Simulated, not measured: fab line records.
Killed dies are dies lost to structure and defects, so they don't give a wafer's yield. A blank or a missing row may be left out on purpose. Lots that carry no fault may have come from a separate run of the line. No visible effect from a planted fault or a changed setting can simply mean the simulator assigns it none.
Matching of chambers -- flow sky130 -- SKY_LI_CONTACT_CMP_02 on cmp-01: 4 sister chambers
The step polishes PSG. 14 wafers are shown with their chamber, then 6 later ones without.

WAFERS WITH THEIR CHAMBER
wafer,chamber,motor_current_A (A),time_to_endpoint_s (s)
L254.2,3,11.5,32.7
L254.3,0,10.1,28.8
L263.2,1,11.1,35.5
L263.3,0,10.4,35.8
L263.5,2,8.6,34.9
L266.2,3,11.6,35.4
L266.4,2,9.1,35.6
L266.6,3,11.4,36.1
L267.1,2,9.2,34.1
L267.5,1,11.7,39.6
L267.6,0,10.3,34.2
L270.1,2,8.8,34.5
L270.3,1,11.7,35.8
L270.6,1,11.7,32.8

SIGNATURES (means of the wafers above)
reading,chamber 0,chamber 1,chamber 2,chamber 3,scatter within a chamber
motor_current_A,10.267,11.550,8.925,11.500,0.238
time_to_endpoint_s,32.933,35.925,34.775,34.733,2.41
Rule: a wafer's distance from a chamber is the root of the sum, over the readings, of the square of ((its reading less the chamber's mean) divided by the reading's scatter). The wafer belongs to the nearest chamber; if the next one is less than 2 further off, it can't be placed. The scatter: the root of (the sum of the squares of (reading less its chamber's mean) over the shown wafers, divided by (wafers less chambers)).

WAFERS MISSING THEIR CHAMBER
wafer,motor_current_A (A),time_to_endpoint_s (s)
L271.1,10.9,35.6
L271.4,9.2,35.2
L271.5,9.0,35.0
L273.1,9.7,29.3
L273.3,9.2,30.0
L273.5,9.0,31.9

CHAMBER TAKEN BY EACH
wafer,from the rows above,in truth
L271.1,can't be placed: 3 or 1 or 0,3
L271.4,2,2
L271.5,2,2
L273.1,can't be placed: 0 or 2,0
L273.3,2,2
L273.5,2,2
Correct placement for 4 of the 6. From these rows, 2 cannot be placed; in 2 the true chamber is one of the candidates. 0 placed wrongly.
